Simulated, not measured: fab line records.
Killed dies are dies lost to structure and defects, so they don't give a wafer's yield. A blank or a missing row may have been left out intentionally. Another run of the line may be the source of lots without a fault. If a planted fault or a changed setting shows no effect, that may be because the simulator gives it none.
Split-lot study -- flow sfq-line -- 23 wafers read across 5 lots, on a route 325 steps long

== ON THE SPLIT ==
At SFQ_TRILAYER_M4_LITHO_COAT_093 (resist thk 600 nm), the setting resist-thk-nm was moved away from the recipe's 600 nm on 9 of the 23 wafers read, by -5.4% to +1.5%. All remaining wafers had this setting at the recipe value.

== FROM THE SPLIT TO THE READING: what the file shows between them, 3 steps ==
- SFQ_TRILAYER_M4_LITHO_SOFTBAKE_097
- SFQ_TRILAYER_M4_LITHO_EXPOSE_094: exposes mask M4, target cd 500 nm
- SFQ_TRILAYER_M4_LITHO_DEVELOP_095: time 60 s

== THE READING ==
KrF_of_TRILAYER_M4_LITHO_COAT_093.thk-nm (the simulator's own value, which no gauge read), in nm, at SFQ_TRILAYER_M4_BARC_OPEN_METAL_ETCH_123 (etches BARC in O2, target depth 125 nm, time 41.7 s). The file does not state a usual value for it. Average 525.0 nm, standard deviation 1.7 nm, over the 14 wafers here run with the recipe.

wafer,"tool, chamber at the split","resist-thk-nm as run, nm",against the recipe,"KrF_of_TRILAYER_M4_LITHO_COAT_093.thk-nm, nm",against lot-mates on the recipe
L074.1,"litho-track-03, 0",600,recipe,522.1,-
L074.3,"litho-track-03, 0",600,recipe,524.4,-
L074.4,"litho-track-03, 0",600,recipe,523.4,-
L077.1,"litho-track-01, 0",577.7,-3.7%,500.1,-24.2
L077.2,"litho-track-01, 0",600,recipe,524.5,-
L077.3,"litho-track-01, 0",600,recipe,524.1,-
L077.5,"litho-track-01, 0",577.7,-3.7%,500.4,-23.9
L077.6,"litho-track-01, 0",577.7,-3.7%,500.3,-24.0
L079.1,"litho-track-03, 0",567.4,-5.4%,494.1,-32.8
L079.2,"litho-track-03, 0",600,recipe,526.7,-
L079.4,"litho-track-03, 0",567.4,-5.4%,494,-32.9
L079.5,"litho-track-03, 0",600,recipe,527,-
L079.6,"litho-track-03, 0",567.4,-5.4%,495.2,-31.7
L080.1,"litho-track-01, 0",600,recipe,522.9,-
L080.2,"litho-track-01, 0",609.3,+1.5%,535.2,+12.1
L080.4,"litho-track-01, 0",600,recipe,523.3,-
L080.5,"litho-track-01, 0",609.3,+1.5%,532.5,+9.4
L080.6,"litho-track-01, 0",609.3,+1.5%,531.3,+8.2
L083.1,"litho-track-04, 0",600,recipe,525,-
L083.2,"litho-track-04, 0",600,recipe,525.7,-
L083.3,"litho-track-04, 0",600,recipe,527.6,-
L083.4,"litho-track-04, 0",600,recipe,527.4,-
L083.6,"litho-track-04, 0",600,recipe,525.6,-

THE FIT
A straight line over all 23 wafers: KrF_of_TRILAYER_M4_LITHO_COAT_093.thk-nm changes by +5.85 nm for each +1% of resist-thk-nm; r = +0.99; the points scatter about the line by 2 nm.
The same after taking each lot's own level away (the mean of its wafers on the recipe; 23 wafers): +6.14 nm for each +1%; r = +1.00; scatter 1.1 nm.
On that fit, the largest move of resist-thk-nm shifts the reading by 33 nm.
Measured against the standard deviation above, the lots' own levels, which go from 523.10 to 526.85 nm, span 2.2 times it.
The two slopes agree, so the slope changes little with the lot-to-lot level.
Check: with one of the wafers moved furthest among these (-5.4%) left out of the fit, the line predicts -33.5 nm for it against its lot-mates. Against them it came out at -32.8 nm.

== THE OTHER SPLITS THESE WAFERS WENT THROUGH ==
These wafers also went through other splits before the reading. Each is held against what the fit with the lots' levels taken away leaves over:
other split on the same wafers,wafers away from the commonest value,r with KrF_of_TRILAYER_M4_LITHO_COAT_093.thk-nm (lot level and that fit taken away)
SFQ_TRILAYER_I2_VIA_BARC_OPEN_VIA_ETCH_096 time-s,4,+0.13
SFQ_TRILAYER_M3_ETCH_METAL_ETCH_078 time-s,9,-0.05

== THE WHOLE CHAIN: every reading that the file lists as answering this split, in the file's order ==
step,what it does,reading,change (the file's fit),r (the file's)
SFQ_TRILAYER_M4_LITHO_COAT_093,resist thk 600 nm,"KrF_of_TRILAYER_M4_LITHO_COAT_093.thk-nm (the simulator's own value, which no gauge read)",+6.14 nm for each +1% of the setting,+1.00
SFQ_TRILAYER_M4_BARC_OPEN_METAL_ETCH_123,"etches BARC in O2, target depth 125 nm, time 41.7 s","KrF_of_TRILAYER_M4_LITHO_COAT_093.thk-nm (the simulator's own value, which no gauge read)",+6.15 nm for each +1% of the setting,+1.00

== FILE'S OWN FIT ==
KrF_of_TRILAYER_M4_LITHO_COAT_093.thk-nm changes by +6.15 nm for each +1% of resist-thk-nm, r = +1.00.
